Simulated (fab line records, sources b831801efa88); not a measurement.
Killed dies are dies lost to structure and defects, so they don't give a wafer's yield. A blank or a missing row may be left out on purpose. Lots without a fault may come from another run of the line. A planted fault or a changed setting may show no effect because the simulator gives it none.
Chamber matching | flow sky130 | SKY_CONTACT_CMP_27 on cmp-01: 4 sister chambers
The step polishes, stops on SiO2, t overpolish 15 s, target thk 0 nm. 8 wafers are shown with their chamber, then 12 later ones without.

WAFERS WITH THEIR CHAMBER
wafer  | chamber | motor_current_A (A) | overpolish_run_s (s)
L080.4 | 3       | 10.4                | 15.003
L081.3 | 2       | 10.1                | 14.996
L088.3 | 0       | 12.6                | 14.989
L088.4 | 2       | 10.3                | 14.985
L088.6 | 1       | 10.6                | 15.003
L090.2 | 1       | 10.8                | 14.996
L090.3 | 3       | 9.6                 | 15.012
L090.4 | 0       | 12.7                | 14.980

WAFERS WITHOUT THEIR CHAMBER
wafer  | motor_current_A (A) | overpolish_run_s (s)
L093.1 | 10.6                | 15.006
L093.2 | 10.1                | 15.004
L093.4 | 12.8                | 15.020
L094.2 | 11.2                | 14.998
L094.5 | 9.7                 | 15.003
L094.6 | 12.5                | 14.993
L095.3 | 10.9                | 14.981
L095.4 | 10.0                | 14.989
L095.5 | 10.1                | 14.996
L096.1 | 12.9                | 15.025
L096.4 | 10.6                | 15.018
L096.6 | 10.1                | 15.002

WHICH CHAMBER EACH WENT THROUGH
wafer  | from the rows above          | in truth
L093.1 | can't be placed: 1 or 3 or 2 | 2
L093.2 | can't be placed: 3 or 1 or 2 | 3
L093.4 | 0                            | 0
L094.2 | can't be placed: 1 or 2      | 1
L094.5 | can't be placed: 3 or 2      | 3
L094.6 | 0                            | 0
L095.3 | can't be placed: 2 or 1      | 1
L095.4 | 2                            | 2
L095.5 | can't be placed: 2 or 3 or 1 | 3
L096.1 | can't be placed: 0 or 1      | 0
L096.4 | can't be placed: 3 or 1 or 2 | 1
L096.6 | can't be placed: 3 or 2 or 1 | 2
Placed correctly: 3 of 12. Can't be placed from these rows: 9 (the true chamber is among the candidates in 9). Placed wrongly: 0.
How it was worked out, from the rows above alone: a wafer's distance from a chamber is the root of the sum, over the readings, of the square of ((its reading less the chamber's mean) divided by the reading's scatter). The wafer belongs to the nearest chamber; if the next one is less than 2 further off, it can't be placed. A chamber's mean is the mean of its shown wafers. The scatter: the root of (the sum of the squares of (reading less its chamber's mean) over the shown wafers, divided by (wafers less chambers)).
